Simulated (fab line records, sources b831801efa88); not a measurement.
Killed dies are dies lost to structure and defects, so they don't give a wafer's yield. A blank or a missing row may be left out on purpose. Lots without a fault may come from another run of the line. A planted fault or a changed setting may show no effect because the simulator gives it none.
A struck lot beside a sound one | flow sfq_line | 20 steps out of a route of 325
Sound: wafers L249.1, L249.2, L249.4. Struck: wafers L244.1, L244.3, L244.4. The cause comes at the end.
At each step with rows: each side's tool, then ch and its chambers, then its first start. Under that, the readings that differ: sound wafers | struck wafers | difference of the means | sigmas: that difference in standard deviations of wafers without a fault.
alike: readings whose means differ by less than 2 such deviations, and words and numbers that are the same on both sides. not compared: withheld readings, readings that some wafer has no value for, bounds like >300 that may hide the same value, and numbers for which the record gives no deviation and whose values overlap.
The two part at a step that has a row with sigmas, a row that says differs or no value, or rows on one side only. Numbers that don't overlap but have no deviation are shown without sigmas and don't part them. A reading that every wafer of one side lacks parts them only if that side has two wafers or more.

first, 2 steps without rows for these wafers: SFQ_TRILAYER_I6_VIA_LITHO_PEB_172 (peb time 60 s); SFQ_TRILAYER_I6_VIA_LITHO_DEVELOP_171 (time 60 s).
SFQ_I6_OVL_MEAS_942:
  sound on overlay-01, day 68 14:03; struck on overlay-02, day 67 07:56
  alike: I6_OVL
SFQ_TRILAYER_I6_VIA_BARC_OPEN_VIA_ETCH_235: etches BARC in O2, target depth 125 nm, time 41.7 s.
  sound on rie_diel-03 ch 1,2,3, day 68 14:05; struck on rie_diel-02 ch 0,2,3, day 67 07:58
  alike: drypump_motor_current_A, oes_product_au
  not compared: rf_hours_counter_h
then, 1 step without rows for these wafers: SFQ_TRILAYER_I6_VIA_ETCH_VIA_ETCH_172 (etches SiO2 in CHF3, stops on Nb, target depth 260 nm).
SFQ_TRILAYER_I6_VIA_STRIP_STRIP_173: strips in O2.
  sound on rie_metal-04 ch 0,1, day 68 14:14; struck on rie_metal-01 ch 0,1, day 67 08:07
  alike: drypump_motor_current_A, oes_product_au
  not compared: rf_hours_counter_h
then, 2 steps without rows for these wafers: SFQ_TRILAYER_I6_VIA_STRIP_SOLV_CLEAN_174 (cleans in NMP, time 600 s); SFQ_TRILAYER_M7_DEP_PRE_CLEAN_176 (time 22.5 s).
SFQ_TRILAYER_M7_DEP_SPUTTER_175: material Nb, target thk 200 nm, time 133.3 s.
  sound on pvd_sputter-03, day 68 15:03; struck on pvd_sputter-03, day 67 08:55
  alike: base_pressure_pa, throttle_valve_pct
SFQ_M7_RS_MEAS_943: measures by four-point-probe.
  sound on film_metro-02, day 68 15:08; struck on film_metro-02, day 67 09:01
  alike: M7_NB_RS
then, 1 step without rows for these wafers: SFQ_TRILAYER_M7_LITHO_COAT_182 (resist thk 62 nm).
SFQ_TRILAYER_M7_LITHO_COAT_177: resist thk 600 nm.
  sound on litho_track-01 ch 0, day 68 15:37; struck on litho_track-02 ch 0, day 67 09:29
  reading                                             | sound                | struck               | difference | sigmas
  spin_speed_rpm (rpm)                                | 2997.4 2997.1 3002.4 | 2592.5 2593.2 2595.2 | -405.3     | -99 or more
  model.KrF_of_TRILAYER_M7_LITHO_COAT_177.thk_nm (nm) | 602.1 600.7 600.8    | 644.3 646.5 648.1    | +45.1      |
  alike: resist_line_temp_C
then, 4 steps without rows for these wafers: SFQ_TRILAYER_M7_LITHO_SOFTBAKE_181; SFQ_TRILAYER_M7_LITHO_EXPOSE_178 (exposes mask M7, target cd 500 nm); SFQ_TRILAYER_M7_LITHO_PEB_180 (peb time 60 s); SFQ_TRILAYER_M7_LITHO_DEVELOP_179 (time 60 s).
SFQ_M7_OVL_MEAS_945:
  sound on overlay-01, day 69 14:53; struck on overlay-02, day 68 13:11
  alike: M7_OVL
SFQ_TRILAYER_M7_BARC_OPEN_METAL_ETCH_229: etches BARC in O2, target depth 125 nm, time 41.7 s.
  sound on rie_metal-01 ch 0,1, day 69 14:55; struck on rie_metal-02 ch 0,1, day 68 13:14
  alike: drypump_motor_current_A, oes_product_au
  not compared: rf_hours_counter_h
SFQ_TRILAYER_M7_ETCH_METAL_ETCH_180: etches Nb in Cl2/Ar, stops on SiO2, target depth 240 nm, time 120 s.
  sound on rie_metal-01 ch 0,1, day 69 14:59; struck on rie_metal-02 ch 0,1, day 68 13:17
  reading                                             | sound             | struck          | difference | sigmas
  model.KrF_of_TRILAYER_M7_LITHO_COAT_177.thk_nm (nm) | 385.1 379.1 387.2 | 424.9 428.5 428 | +43.3      |
  alike: drypump_motor_current_A, oes_product_au
  not compared: rf_hours_counter_h
SFQ_TRILAYER_M7_STRIP_STRIP_181: strips in O2.
  sound on rie_metal-01 ch 0,1, day 69 15:07; struck on rie_metal-02 ch 0,1, day 68 13:25
  alike: drypump_motor_current_A, oes_product_au
  not compared: rf_hours_counter_h

WHERE THEY PART
Only at SFQ_TRILAYER_M7_LITHO_COAT_177, within this record. Later steps at which nothing parts them and some readings are alike: SFQ_M7_OVL_MEAS_945, SFQ_TRILAYER_M7_BARC_OPEN_METAL_ETCH_229, SFQ_TRILAYER_M7_ETCH_METAL_ETCH_180, SFQ_TRILAYER_M7_STRIP_STRIP_181.

WHY: what the simulator had put in
Process parameter drift: litho_track-02, from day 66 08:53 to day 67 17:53, at SFQ_TRILAYER_M7_LITHO_COAT_177. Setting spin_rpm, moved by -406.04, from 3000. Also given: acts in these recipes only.
